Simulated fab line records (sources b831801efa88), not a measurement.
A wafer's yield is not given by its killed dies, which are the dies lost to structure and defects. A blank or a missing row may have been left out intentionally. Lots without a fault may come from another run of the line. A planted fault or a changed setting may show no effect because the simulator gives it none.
fab line records ; flow sky130
record: lots: 7; wafers: 21; lastDay: 49
route steps=708 shown VIA4@644 PAD_OPEN@708
lots with no fault: from the same line, run without faults
startH: hours from the record's opening day to when the first of the lot's shown wafers began ; waitH: how many hours have passed since the lot's step before this one ; " repeats the value in the row above ; L1.1+2: a row that stands for several wafers ; - no value, or no start given ; * or withheld: withheld ; < > ~ a bound
route shown NAME@n: NAME is a module with steps in the file, n the number in the route of the first one ; usual: mean and standard deviation over wafers with no fault ; same: alike in all rows ; chamber/n: place in a boat ; sites: readings site by site ; _std_site: the standard deviation of these ; _edge_site: inner sites' mean taken away from outer sites' mean ; radiusMm: for every site, how far away it sits from the centre of the wafer ; mask NAME#n: copy n ; behind: the last tool/chamber to shape the wafer ; hold: the reason the lot was held/the length of the hold in hours/how it ended ; device: the n, p or np transistor that did not switch ; end of line: the same wafers' tests at the end of the route ; a step given without rows: its recipe and nothing more ; killed: the dies lost at the first sort to structure and to defects; this is not the yield of the wafer ; map: the dies of a wafer, with x for killed, . for not killed, _ for no die there
set.NAME: the run value of the setting; set.NAME@STEP: its run value at that earlier step ; model.NAME: the simulator's own value behind a step, which no gauge read
lots at some steps of the route; a table a step, a row a wafer
services: when a tool's chamber went out of use (startH, in hours from the record's first day, below 0 if earlier), for how many hours, and the reason
== steps ==
step: SKY_VIA4_HMDS_05
recipe: primeTimeS: 60; primeTempC: 120
step: SKY_VIA4_COAT_06
recipe: resist: NOVOLAK; spinRpm: 3000; resistThkNm: 1140
step: SKY_VIA4_SOFTBAKE_07
recipe: tempC: 90; timeS: 60; resist: NOVOLAK
step: SKY_VIA4_EXPOSE_08
recipe: maskId: VIM4; na: 0.6; sourceShape: conventional; sigmaOuter: 0.6; polarization: unpolarized; targetCdNm: 800; doseMj: 132
step: SKY_VIA4_PEB_09
recipe: tempC: withheld; timeS: *; resist: NOVOLAK
step: SKY_VIA4_DEVELOP_10
recipe: resist: NOVOLAK; developer: TMAH; developTimeS: 60; devTempC: 23
step: SKY_VIA4_OVL_MEAS_11
usual: VIA4_OVL: -0.3/1.2
lot.wafer;tool;chamber;startH;waitH;VIA4_OVL[nm]
L529.1;overlay-01;-;1014.19;0.1;-2.8
L529.2;overlay-01;-;1014.19;0.1;-2.2
L529.6;overlay-01;-;1014.19;0.1;-0.8
L532.2;overlay-02;-;1021.64;0.1;-0.1
L532.3;overlay-02;-;1021.64;0.1;0.8
L532.4;overlay-02;-;1021.64;0.1;-0.9
L536.3;overlay-02;-;1050.20;0.1;0.5
L536.4;overlay-02;-;1050.20;0.1;0.0
L536.6;overlay-02;-;1050.20;0.1;0.7
L537.1;overlay-01;-;1054.79;0.1;-3.1
L537.2;overlay-01;-;1054.79;0.1;-0.6
L537.5;overlay-01;-;1054.79;0.1;0.5
L538.2;overlay-02;-;1072.30;0.1;-0.5
L538.3;overlay-02;-;1072.30;0.1;-1.1
L538.6;overlay-02;-;1072.30;0.1;-0.2
L540.2;overlay-01;-;1074.04;0.1;-0.6
L540.4;overlay-01;-;1074.04;0.1;-1.6
L540.6;overlay-01;-;1074.04;0.1;-0.2
L547.3;overlay-01;-;1121.01;0.1;-1.7
L547.4;overlay-01;-;1121.01;0.1;-1.4
L547.5;overlay-01;-;1121.01;0.1;-0.4
step: SKY_VIA4_ETCH_12
recipe: target: SiO2; chemistry: C4F8/O2/Ar; stopOn: TiN; maskMaterial: NOVOLAK; sourceW: 1500; biasW: 1200; pressureMtorr: 40; c4f8FlowSccm: withheld; O2_flow_sccm: 6; Ar_flow_sccm: 300; timeS: withheld; targetDepthA: 5800
usual: oesProductAu: 0.926/0.0048
lot.wafer;tool;chamber;startH;waitH;oesProductAu
L529.1;rieDiel-04;3;1014.23;0.0;0.925
L529.2;rieDiel-04;1;1014.23;0.0;0.918
L529.6;rieDiel-04;0;1014.23;0.0;0.927
L532.2;rieDiel-01;1;1021.67;0.0;0.926
L532.3;rieDiel-01;0;1021.67;0.0;0.929
L532.4;rieDiel-01;3;1021.67;0.0;0.929
L536.3;rieDiel-04;1;1050.22;0.0;0.923
L536.4;rieDiel-04;0;1050.22;0.0;0.926
L536.6;rieDiel-04;0;1050.22;0.0;0.919
L537.1;rieDiel-04;0;1054.82;0.0;0.914
L537.2;rieDiel-04;2;1054.82;0.0;0.930
L537.5;rieDiel-04;1;1054.82;0.0;0.925
L538.2;rieDiel-04;3;1072.33;0.0;0.922
L538.3;rieDiel-04;0;1072.33;0.0;0.917
L538.6;rieDiel-04;3;1072.33;0.0;0.926
L540.2;rieDiel-02;2;1074.07;0.0;0.923
L540.4;rieDiel-02;3;1074.07;0.0;0.927
L540.6;rieDiel-02;1;1074.07;0.0;0.921
L547.3;rieDiel-02;2;1121.07;0.1;0.922
L547.4;rieDiel-02;1;1121.07;0.1;0.930
L547.5;rieDiel-02;1;1121.07;0.1;0.932
step: SKY_VIA4_STRIP_13
recipe: chemistry: O2/N2; powerW: 1400; pressureMtorr: 1500; platenTempC: withheld; o2FlowSccm: 3000; n2FlowSccm: 300; overashFraction: 0.5
usual: drypumpMotorCurrentA: 5.58/0.27; oesProductAu: 0.709/0.0041; stripTimeToEndpointS: 12.809/0.028
lot.wafer;tool;chamber;startH;waitH;drypumpMotorCurrentA;oesProductAu;rfHoursCounterH;stripTimeToEndpointS
L529.1;plasmaAsher-01;0;1014.30;-;5.44;0.707;120;12.818
L529.2;plasmaAsher-01;1;1014.30;-;5.85;0.714;120;12.825
L529.6;plasmaAsher-01;1;1014.30;-;5.84;0.709;-;12.795
L532.2;plasmaAsher-01;0;1021.75;-;5.46;0.703;121;12.811
L532.3;plasmaAsher-01;0;1021.75;-;5.46;0.706;-;12.842
L532.4;plasmaAsher-01;1;1021.75;-;5.83;0.705;-;12.774
L536.3;plasmaAsher-02;1;1050.33;-;5.08;0.710;-;12.793
L536.4;plasmaAsher-02;0;1050.33;-;5.57;0.709;-;12.839
L536.6;plasmaAsher-02;0;1050.33;-;5.57;0.708;-;12.815
L537.1;plasmaAsher-01;0;1054.90;-;5.44;0.706;124;12.773
L537.2;plasmaAsher-01;1;1054.90;-;5.85;0.711;124;12.804
L537.5;plasmaAsher-01;1;1054.90;-;5.85;0.715;-;12.830
L538.2;plasmaAsher-02;0;1072.40;-;5.56;0.708;63;12.827
L538.3;plasmaAsher-02;0;1072.40;-;5.60;0.716;-;12.813
L538.6;plasmaAsher-02;1;1072.40;-;5.11;0.707;-;12.810
L540.2;plasmaAsher-02;0;1074.15;-;5.58;0.720;63;12.770
L540.4;plasmaAsher-02;1;1074.15;-;5.08;0.709;-;12.832
L540.6;plasmaAsher-02;0;1074.15;-;5.58;0.705;-;12.802
L547.3;plasmaAsher-02;0;1121.17;-;5.58;0.708;-;12.793
L547.4;plasmaAsher-02;1;1121.17;-;5.11;0.711;-;12.781
L547.5;plasmaAsher-02;0;1121.17;-;5.57;0.704;-;12.759
step: SKY_VIA4_STRIP_14
recipe: chemistry: postEtchResidueRemover; timeS: 1200; tempC: 72.5
step: SKY_VIA4_CLEAN_15
recipe: chemistry: IPA; timeS: 180; tempC: 25
step: SKY_VIA4_CLEAN_16
recipe: chemistry: O3/DIW; dry: n2Spin
step: SKY_VIA4_SPUTTER_17
recipe: material: TiN; targetThkNm: 20; chamberPressurePa: 5; powerW: 4000; timeS: 80
usual: cathodeDcPowerW: 3999.9/0.73; chamberPressurePa: 5.000/0.0099; throttleValvePct: 30.0/1.2
lot.wafer;tool;chamber;startH;waitH;cathodeDcPowerW;chamberPressurePa;throttleValvePct
L529.1;pvdSputter-04;-;1014.89;0.0;3999.1;5.007;28.9
L529.2;pvdSputter-04;-;1014.89;0.0;3999.9;4.996;29.9
L529.6;pvdSputter-04;-;1014.89;0.0;3998.8;4.994;29.8
L532.2;pvdSputter-02;-;1022.42;0.0;3999.8;5.032;29.1
L532.3;pvdSputter-02;-;1022.42;0.0;3999.2;4.987;27.8
L532.4;pvdSputter-02;-;1022.42;0.0;3999.7;5.022;29.6
L536.3;pvdSputter-01;-;1050.89;0.0;-;-;-
L536.4;pvdSputter-01;-;1050.89;0.0;-;-;-
L536.6;pvdSputter-01;-;1050.89;0.0;-;-;-
L537.1;pvdSputter-01;-;1055.49;0.0;-;-;-
L537.2;pvdSputter-01;-;1055.49;0.0;-;-;-
L537.5;pvdSputter-01;-;1055.49;0.0;-;-;-
L538.2;pvdSputter-04;-;1072.99;0.0;-;-;-
L538.3;pvdSputter-04;-;1072.99;0.0;-;-;-
L538.6;pvdSputter-04;-;1072.99;0.0;-;-;-
L540.2;pvdSputter-04;-;1074.90;0.0;4001.6;5.007;29.9
L540.4;pvdSputter-04;-;1074.90;0.0;4000.1;5.008;29.3
L540.6;pvdSputter-04;-;1074.90;0.0;4000.1;4.994;29.7
L547.3;pvdSputter-02;-;1122.43;0.1;3999.6;5.003;27.9
L547.4;pvdSputter-02;-;1122.43;0.1;4000.8;4.997;29.6
L547.5;pvdSputter-02;-;1122.43;0.1;3999.7;5.001;29.4
step: SKY_VIA4_CVD_18
recipe: material: W; targetThkNm: 505; timeS: 152.14; tempC: 400; pressureTorr: 40
usual: heaterPowerW: 811/37
lot.wafer;tool;chamber;startH;waitH;heaterPowerW;sinceWetCleanH
L529.1;cvdW-02;1;1016.46;1.5;808;612
L529.2;cvdW-02;0;1016.46;1.5;852;612
L529.6;cvdW-02;1;1016.46;1.5;785;-
L532.2;cvdW-02;1;1022.48;0.0;792;619
L532.3;cvdW-02;1;1022.48;0.0;808;-
L532.4;cvdW-02;0;1022.48;0.0;845;-
L536.3;cvdW-01;1;1051.00;0.1;817;-
L536.4;cvdW-01;0;1051.00;0.1;726;-
L536.6;cvdW-01;1;1051.00;0.1;834;-
L537.1;cvdW-01;0;1055.55;0.0;758;138
L537.2;cvdW-01;1;1055.55;0.0;826;138
L537.5;cvdW-01;0;1055.55;0.0;747;-
L538.2;cvdW-01;0;1073.05;0.0;751;155
L538.3;cvdW-01;1;1073.05;0.0;826;-
L538.6;cvdW-01;1;1073.05;0.0;839;-
L540.2;cvdW-01;1;1074.96;0.0;825;157
L540.4;cvdW-01;0;1074.96;0.0;747;-
L540.6;cvdW-01;1;1074.96;0.0;828;-
L547.3;cvdW-02;0;1122.55;0.1;851;-
L547.4;cvdW-02;1;1122.55;0.1;816;-
L547.5;cvdW-02;0;1122.55;0.1;834;-
step: SKY_PAD_OPEN_PROBE_99
usual: defectLimitedYield: 82.6/1.8; killed_at_M0_to_M3: 44/6.5; killed_at_M4_up: 3.3/1.9; killedAtContacts: 23/4.7; killedAtFrontEnd: 15/4.5; killedAtOther: 0.2/0.52; killedDies: 86/8.9; killedOnRim: 17/3.7; killedOpen: 47/6.8; killedShort: 39/6.1; sort_bin_3_pad_short: 0.8/0.44; sort_bin_5_function: 10.3/1.4; sort_bin_6_memory: 6.3/1.1; sortNPass: 406/8.9; sortYieldPct: 82.6/1.8
same: grossDies: 492; killedAtBackSide: 0; sort_bin_4_leakage[%]: 0; sort_bin_8_speed[%]: 0
lot.wafer;tool;chamber;startH;waitH;hold;defectLimitedYield[%];killed_at_M0_to_M3;killed_at_M4_up;killedAtContacts;killedAtFrontEnd;killedAtOther;killedDies;killedOnRim;killedOpen;killedShort;sort_bin_3_pad_short[%];sort_bin_5_function[%];sort_bin_6_memory[%];sortNPass;sortYieldPct[%]
L529.1;prober-01;-;1084.80;0.1;-;81.9;42;3;27;17;0;89;16;58;31;0;10.6;7.5;403;81.9
L529.2;prober-01;-;1084.85;0.1;-;84.8;39;2;26;8;0;75;16;41;34;0.6;10.0;4.7;417;84.8
L529.6;prober-01;-;1085.05;0.2;-;83.5;46;3;23;9;0;81;13;48;33;0.2;11.0;5.3;411;83.5
L532.2;prober-02;-;1090.56;0.1;-;84.6;37;4;21;14;0;76;12;50;26;0.4;10.0;5.1;416;84.6
L532.3;prober-02;-;1090.61;0.2;-;83.1;44;4;26;9;0;83;21;49;34;0.4;10.0;6.5;409;83.1
L532.4;prober-02;-;1090.66;0.2;-;82.9;41;6;20;17;0;84;10;43;41;1.2;11.0;4.9;408;82.9
L536.3;prober-01;-;1114.66;0.2;awaitDispo/8.2h/scrap;0;42;419;22;9;0;492;96;42;34;1.8;93.5;4.7;0;0
L536.4;prober-01;-;1114.71;0.2;awaitDispo/8.2h/scrap;0;42;424;16;9;1;492;96;39;32;0.4;93.3;6.3;0;0
L536.6;prober-01;-;1114.81;0.2;awaitDispo/8.2h/scrap;0;39;415;20;18;0;492;96;53;27;0.6;91.9;7.5;0;0
L537.1;prober-02;-;1119.58;0.1;awaitDispo/3.3h/scrap;0;36;415;25;15;1;492;96;47;33;0.4;93.7;5.9;0;0
L537.2;prober-02;-;1119.63;0.1;awaitDispo/3.3h/scrap;0;43;408;18;21;2;492;96;47;41;0.4;93.7;5.9;0;0
L537.5;prober-02;-;1119.78;0.2;awaitDispo/3.3h/scrap;0;43;410;21;16;2;492;96;36;47;0.2;94.5;5.3;0;0
L538.2;prober-01;-;1134.85;0.1;awaitDispo/2.4h/scrap;0;48;402;26;16;0;492;96;51;43;1.0;91.7;7.3;0;0
L538.3;prober-01;-;1134.90;0.2;awaitDispo/2.4h/scrap;0;47;397;28;20;0;492;96;54;43;1.0;91.5;7.5;0;0
L538.6;prober-01;-;1135.05;0.2;awaitDispo/2.4h/scrap;0;51;403;24;13;1;492;96;55;41;0.6;91.7;7.7;0;0
L540.2;prober-01;-;1138.81;0.1;-;85.2;37;5;15;16;0;73;16;42;31;0.6;9.1;5.1;419;85.2
L540.4;prober-01;-;1138.91;0.2;-;82.9;32;3;29;20;0;84;22;49;35;0.2;11.8;5.1;408;82.9
L540.6;prober-01;-;1139.01;0.2;-;83.7;39;4;24;13;0;80;19;43;37;0.6;10.8;4.9;412;83.7
L547.3;prober-01;-;1180.47;0.2;-;85.4;33;0;15;24;0;72;16;42;30;0.8;10.2;3.7;420;85.4
L547.4;prober-01;-;1180.52;0.2;-;85.8;30;4;19;17;0;70;12;38;32;1.0;8.5;4.7;422;85.8
L547.5;prober-01;-;1180.57;0.2;-;81.3;51;1;21;17;2;92;16;49;43;2.0;11.0;5.7;400;81.3
killed by level:class
L529.1 LI_CONTACT:geometricParticle:open=13 VIA1:geometricParticle:open=11 CONTACT:geometricParticle:short=8 VIA2:geometricParticle:open=8 CONTACT:geometricParticle:open=5 VIA3:geometricParticle:open=5 VIA1:geometricParticle:short=5 FIELD_ISO:geometricParticle:short=4
L529.2 CONTACT:geometricParticle:open=9 LI_CONTACT:geometricParticle:open=8 VIA1:geometricParticle:open=8 VIA3:geometricParticle:open=6 METAL2:geometricParticle:short=6 VIA2:geometricParticle:open=6 CONTACT:geometricParticle:short=5 METAL1:geometricParticle:short=4
L529.6 VIA2:geometricParticle:open=12 VIA1:geometricParticle:open=10 METAL1:geometricParticle:short=9 LI_CONTACT:geometricParticle:open=8 CONTACT:geometricParticle:open=8 LOCAL_INTERCONNECT:geometricParticle:short=4 VIA3:geometricParticle:open=4 METAL4:geometricParticle:short=3
L532.2 VIA2:geometricParticle:open=12 CONTACT:geometricParticle:open=8 VIA1:geometricParticle:open=6 POLY_GATE:geometricParticle:short=5 LI_CONTACT:geometricParticle:open=5 METAL2:geometricParticle:short=4 POLY_GATE:geometricParticle:open=4 VIA3:geometricParticle:open=4
L532.3 CONTACT:geometricParticle:open=11 VIA3:geometricParticle:open=9 VIA1:geometricParticle:open=7 LI_CONTACT:geometricParticle:open=6 METAL1:geometricParticle:short=6 POLY_GATE:geometricParticle:short=5 VIA2:geometricParticle:open=5 CONTACT:geometricParticle:short=4
L532.4 VIA1:geometricParticle:open=12 CONTACT:geometricParticle:open=10 METAL4:geometricParticle:short=6 POLY_GATE:geometricParticle:short=5 CONTACT:geometricParticle:short=5 VIA1:geometricParticle:short=5 VIA2:geometricParticle:open=5 FIELD_ISO:geometricParticle:open=4
L536.3 VIA4:areaSputter=416 VIA1:geometricParticle:open=10 VIA3:geometricParticle:open=8 CONTACT:geometricParticle:open=7 VIA3:geometricParticle:short=7 LOCAL_INTERCONNECT:geometricParticle:short=5 LI_CONTACT:geometricParticle:open=4 METAL1:geometricParticle:short=4
L536.4 VIA4:areaSputter=421 VIA3:geometricParticle:open=10 CONTACT:geometricParticle:open=7 METAL2:geometricParticle:short=7 VIA2:geometricParticle:open=7 LOCAL_INTERCONNECT:geometricParticle:short=4 FIELD_ISO:geometricParticle:short=3 LI_CONTACT:geometricParticle:open=3
L536.6 VIA4:areaSputter=412 VIA2:geometricParticle:open=9 VIA1:geometricParticle:open=8 POLY_GATE:geometricParticle:short=7 LI_CONTACT:geometricParticle:open=7 VIA3:geometricParticle:open=7 FIELD_ISO:geometricParticle:open=5 LOCAL_INTERCONNECT:geometricParticle:short=5
L537.1 VIA4:areaSputter=412 CONTACT:geometricParticle:open=9 VIA2:geometricParticle:open=9 LI_CONTACT:geometricParticle:open=6 VIA3:geometricParticle:open=6 VIA1:geometricParticle:open=6 CONTACT:geometricParticle:short=5 METAL2:geometricParticle:short=5
L537.2 VIA4:areaSputter=404 VIA2:geometricParticle:open=8 VIA1:geometricParticle:open=8 FIELD_ISO:geometricParticle:short=7 FIELD_ISO:geometricParticle:open=6 CONTACT:geometricParticle:open=6 VIA2:geometricParticle:short=6 LOCAL_INTERCONNECT:geometricParticle:short=5
L537.5 VIA4:areaSputter=409 METAL2:geometricParticle:short=9 LOCAL_INTERCONNECT:geometricParticle:short=9 VIA1:geometricParticle:open=9 CONTACT:geometricParticle:open=5 METAL1:geometricParticle:short=5 VIA2:geometricParticle:open=4 FIELD_ISO:geometricParticle:short=3
L538.2 VIA4:areaSputter=398 VIA1:geometricParticle:open=15 VIA3:geometricParticle:open=10 CONTACT:geometricParticle:open=8 LI_CONTACT:geometricParticle:open=7 LOCAL_INTERCONNECT:geometricParticle:short=7 FIELD_ISO:geometricParticle:short=6 VIA1:geometricParticle:short=5
L538.3 VIA4:areaSputter=395 FIELD_ISO:geometricParticle:open=9 CONTACT:geometricParticle:open=8 CONTACT:geometricParticle:short=7 VIA2:geometricParticle:open=7 VIA3:geometricParticle:open=7 LOCAL_INTERCONNECT:geometricParticle:short=6 VIA1:geometricParticle:short=6
L538.6 VIA4:areaSputter=396 VIA1:geometricParticle:open=15 CONTACT:geometricParticle:open=12 METAL2:geometricParticle:short=9 VIA2:geometricParticle:short=6 FIELD_ISO:geometricParticle:open=5 VIA3:geometricParticle:open=5 VIA2:geometricParticle:open=4
L540.2 VIA1:geometricParticle:open=13 FIELD_ISO:geometricParticle:open=6 LI_CONTACT:geometricParticle:open=6 METAL2:geometricParticle:short=6 POLY_GATE:geometricParticle:short=4 VIA1:geometricParticle:short=4 CONTACT:geometricParticle:short=4 VIA3:geometricParticle:open=4
L540.4 CONTACT:geometricParticle:open=15 VIA1:geometricParticle:open=10 LI_CONTACT:geometricParticle:open=6 METAL2:geometricParticle:short=6 CONTACT:geometricParticle:short=5 VIA3:geometricParticle:open=5 FIELD_ISO:geometricParticle:short=4 POLY_GATE:geometricParticle:open=4
L540.6 VIA1:geometricParticle:open=9 CONTACT:geometricParticle:open=7 METAL1:geometricParticle:short=7 LI_CONTACT:geometricParticle:open=6 METAL2:geometricParticle:short=6 LI_CONTACT:geometricParticle:short=5 VIA2:geometricParticle:open=5 VIA3:geometricParticle:open=5
L547.3 VIA1:geometricParticle:open=10 FIELD_ISO:geometricParticle:open=7 FIELD_ISO:geometricParticle:short=6 VIA1:geometricParticle:short=5 LI_CONTACT:geometricParticle:open=5 CONTACT:geometricParticle:open=5 POLY_GATE:geometricParticle:short=4 POLY_GATE:geometricParticle:open=4
L547.4 CONTACT:geometricParticle:open=10 VIA1:geometricParticle:open=6 FIELD_ISO:geometricParticle:open=4 METAL1:geometricParticle:short=4 VIA1:geometricParticle:short=4 VIA3:geometricParticle:open=4 FIELD_ISO:geometricParticle:short=3 POLY_GATE:geometricParticle:open=3
L547.5 VIA1:geometricParticle:open=14 METAL2:geometricParticle:short=8 CONTACT:geometricParticle:open=7 VIA3:geometricParticle:open=6 VIA1:geometricParticle:short=5 LOCAL_INTERCONNECT:geometricParticle:short=5 FIELD_ISO:geometricParticle:open=4 FIELD_ISO:geometricParticle:short=4
map L536.3 (x killed, . not)
__________xxxxxxxxxx_________
________xxxxxxxxxxxxxx_______
______xxxxxxxxxxxxxxxxxx_____
_____xxxxxxxxxxxxxxxxxxxx____
____xxxxxxxxxxxxxxxxxxxxxx___
___xxxxxxxxxxxxxxxxxxxxxxxx__
__xxxxxxxxxxxxxxxxxxxxxxxxxx_
_xxxxxxxxxxxxxxxxxxxxxxxxxxxx
_xxxxxxxxxxxxxxxxxxxxxxxxxxxx
_xxxxxxxxxxxxxxxxxxxxxxxxxxxx
_xxxxxxxxxxxxxxxxxxxxxxxxxxxx
_xxxxxxxxxxxxxxxxxxxxxxxxxxxx
_xxxxxxxxxxxxxxxxxxxxxxxxxxxx
_xxxxxxxxxxxxxxxxxxxxxxxxxxxx
_xxxxxxxxxxxxxxxxxxxxxxxxxxxx
__xxxxxxxxxxxxxxxxxxxxxxxxxx_
___xxxxxxxxxxxxxxxxxxxxxxxx__
____xxxxxxxxxxxxxxxxxxxxxx___
_____xxxxxxxxxxxxxxxxxxxx____
______xxxxxxxxxxxxxxxxxx_____
________xxxxxxxxxxxxxx_______
__________xxxxxxxxxx_________
map L537.1 (x killed, . not)
__________xxxxxxxxxx_________
________xxxxxxxxxxxxxx_______
______xxxxxxxxxxxxxxxxxx_____
_____xxxxxxxxxxxxxxxxxxxx____
____xxxxxxxxxxxxxxxxxxxxxx___
___xxxxxxxxxxxxxxxxxxxxxxxx__
__xxxxxxxxxxxxxxxxxxxxxxxxxx_
_xxxxxxxxxxxxxxxxxxxxxxxxxxxx
_xxxxxxxxxxxxxxxxxxxxxxxxxxxx
_xxxxxxxxxxxxxxxxxxxxxxxxxxxx
_xxxxxxxxxxxxxxxxxxxxxxxxxxxx
_xxxxxxxxxxxxxxxxxxxxxxxxxxxx
_xxxxxxxxxxxxxxxxxxxxxxxxxxxx
_xxxxxxxxxxxxxxxxxxxxxxxxxxxx
_xxxxxxxxxxxxxxxxxxxxxxxxxxxx
__xxxxxxxxxxxxxxxxxxxxxxxxxx_
___xxxxxxxxxxxxxxxxxxxxxxxx__
____xxxxxxxxxxxxxxxxxxxxxx___
_____xxxxxxxxxxxxxxxxxxxx____
______xxxxxxxxxxxxxxxxxx_____
________xxxxxxxxxxxxxx_______
__________xxxxxxxxxx_________
== services ==
tool;chamber;startH;hours;kind
cvdW-01;-;990.49;45.2;repair
rieDiel-04;2;1003.25;4.7;repair
pvdSputter-04;1;1011.53;-;consumableReplace:kit
pvdSputter-04;1;1011.53;18.0;scheduledDown
pvdSputter-04;1;1011.53;18.0;ventCycle
rieDiel-01;-;1014.01;0.2;repair
rieDiel-04;3;1024.93;14.7;repair
rieDiel-02;0;1025.86;5.1;repair
rieDiel-01;0;1028.03;12.7;repair
plasmaAsher-02;-;1043.21;0.8;repair
plasmaAsher-01;-;1049.84;0.6;repair
plasmaAsher-01;-;1055.25;9.0;pm
plasmaAsher-01;0;1055.25;9.0;ventCycle
plasmaAsher-01;1;1055.25;9.0;ventCycle
plasmaAsher-01;0;1064.25;-;clean
plasmaAsher-01;1;1064.25;-;clean
pvdSputter-01;-;1080.86;4.2;repair
rieDiel-04;1;1089.06;-;clean
rieDiel-04;1;1089.06;14.3;scheduledDown
rieDiel-04;1;1089.06;14.3;ventCycle
cvdW-01;0;1105.86;2.9;repair
cvdW-01;0;1114.06;15.0;repair
rieDiel-02;0;1118.30;7.9;repair
pvdSputter-04;-;1121.02;5.3;repair
== key ==
firstSign: step: SKY_VIA4_SPUTTER_17; reading: toolRecord; direction: missing
effect: step: SKY_PAD_OPEN_PROBE_99; reading: killed_at_M4_up; direction: up; sigmas: 99+; usual: 3.3; struck: 410.3
moreKillsBornAt: SKY_VIA4_SPUTTER_17@pvdSputter-01: 2474; SKY_VIA4_SPUTTER_17@pvdSputter-04: 1189
metAt SKY_VIA4_SPUTTER_17
struckWafers L536.3,L536.4,L536.6,L537.1,L537.2,L537.5,L538.2,L538.3,L538.6
laterRowsLeftOut L536.3,L536.4,L536.6,L537.1,L537.2,L537.5,L538.2,L538.3,L538.6
onsetBetween 1014.89 1050.89
fault: kind: skippedStepWhole; tool: pvdSputter-01,pvdSputter-04; chamber: -; onsetH: 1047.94; steps: SKY_VIA4_SPUTTER_17; scope: struckLotsOnly
laterRowsLeftOut: the simulator's readings of these wafers behind a module that went badly wrong aren't trusted and aren't shown, but for the sort
